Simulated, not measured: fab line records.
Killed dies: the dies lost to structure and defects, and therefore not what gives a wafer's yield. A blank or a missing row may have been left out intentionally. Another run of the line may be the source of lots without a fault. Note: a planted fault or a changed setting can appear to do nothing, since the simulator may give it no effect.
Comparing a struck lot with a sound one | flow sky130 | 15 steps out of a route of 708
Sound: these wafers, L353.1, L353.4, L353.6. Wafers L348.1, L348.4, L348.6 were the ones struck. At the end, the cause is stated.
Per side, at each step with rows, come the tool, then ch with its chambers, and then its first start. Under that, the readings that differ: sound wafers | struck wafers | difference of the means | sigmas: that difference in standard deviations of wafers without a fault.
alike: readings with means less than 2 such deviations apart, plus words and numbers identical on both sides. not compared: withheld readings, readings lacking a value on some wafer, bounds such as >300 that could conceal the same value, and numbers that have no deviation in the record and whose values overlap.
Wherever a step has rows on one side only, a row that says differs or no value, or a row with sigmas, the two part there. Numbers that have no deviation but don't overlap get no sigmas and don't part them. Lack of a reading on every wafer of one side parts them only where that side has two or more wafers.

first, 2 steps without rows for these wafers: SKY_VT_ADJUST_LVTN_PEB_16; SKY_VT_ADJUST_LVTN_DEVELOP_17 (develop time 60 s).
SKY_VT_ADJUST_LVTN_OVL_MEAS_18:
  sound: overlay-02 at day 12 12:32; struck: overlay-02 at day 11 02:02
  alike: VT_ADJUST_LVTN_01_OVL
next, for these wafers, 1 step has no rows: SKY_VT_ADJUST_LVTN_IMPLANT_19.
SKY_VT_ADJUST_LVTN_STRIP_20: strips in O2/N2.
  sound on plasmaAsher-01 ch 0,1, day 12 12:43; struck on plasmaAsher-04 ch 1, day 11 02:13
reading                  | sound       | struck      | difference | sigmas
drypumpMotorCurrentA (A) | 5.6 6.2 6.2 | 4.9 4.9 4.9 | -1.1       | -3
  alike: oesProductAu, stripTimeToEndpointS
  not compared: rfHoursCounterH
SKY_VT_ADJUST_LVTN_TW_MEAS_21:
  sound: filmMetro-03 at day 12 12:49; struck: filmMetro-04 at day 11 02:19
  alike: VT_ADJUST_LVTN_2_TW
then, 6 steps without rows for these wafers: SKY_VT_ADJUST_NCORE_DEHYDRATE_00 (time 60 s); SKY_VT_ADJUST_NCORE_HMDS_01 (prime time 60 s); SKY_VT_ADJUST_NCORE_COAT_02 (resist thk 1140 nm); SKY_VT_ADJUST_NCORE_SOFTBAKE_03 (time 60 s); SKY_VT_ADJUST_NCORE_EXPOSE_04 (exposes mask LVTN COMPLEMENT THIN, target cd 380 nm); SKY_VT_ADJUST_NCORE_PEB_05.
SKY_VT_ADJUST_NCORE_DEVELOP_06: develop time 60 s.
  sound on lithoTrack-04 ch 0, day 13 13:41; struck on lithoTrack-01 ch 0, day 12 01:12
reading            | sound             | struck            | difference | sigmas
developerTempC (C) | 23.05 23.13 23.11 | 22.09 22.02 22.08 | -1.03      | -11
  alike: chillPlateTempC
SKY_VT_ADJUST_NCORE_CD_MEAS_07 targets a cd of 380 nm.
  sound: cdSem-02 at day 13 13:50; struck: cdSem-01 at day 12 01:21
  alike: cdNm
-- a jump in the record: the struck wafers' starts before and after are 36 days apart (it breaks off in module VT_ADJUST_NCORE and resumes in module PAD_OPEN, where the first step shown is number 708 of the route) --
SKY_PAD_OPEN_PROBE_99:
  sound: prober-01 at day 49 22:53; struck: prober-02 at day 48 11:16
reading          | sound    | struck   | difference | sigmas
killedAtContacts | 36 35 33 | 21 27 19 | -12        | -2
  alike: killed_at_M0_to_M3, killed_at_M4_up, killedAtFrontEnd, killedAtOther, killedDies, killedOpen, killedShort

== WHERE THEY PART ==
Last at SKY_PAD_OPEN_PROBE_99 as far as this record goes, first at SKY_VT_ADJUST_LVTN_STRIP_20.

WHY: the cause the simulator had injected
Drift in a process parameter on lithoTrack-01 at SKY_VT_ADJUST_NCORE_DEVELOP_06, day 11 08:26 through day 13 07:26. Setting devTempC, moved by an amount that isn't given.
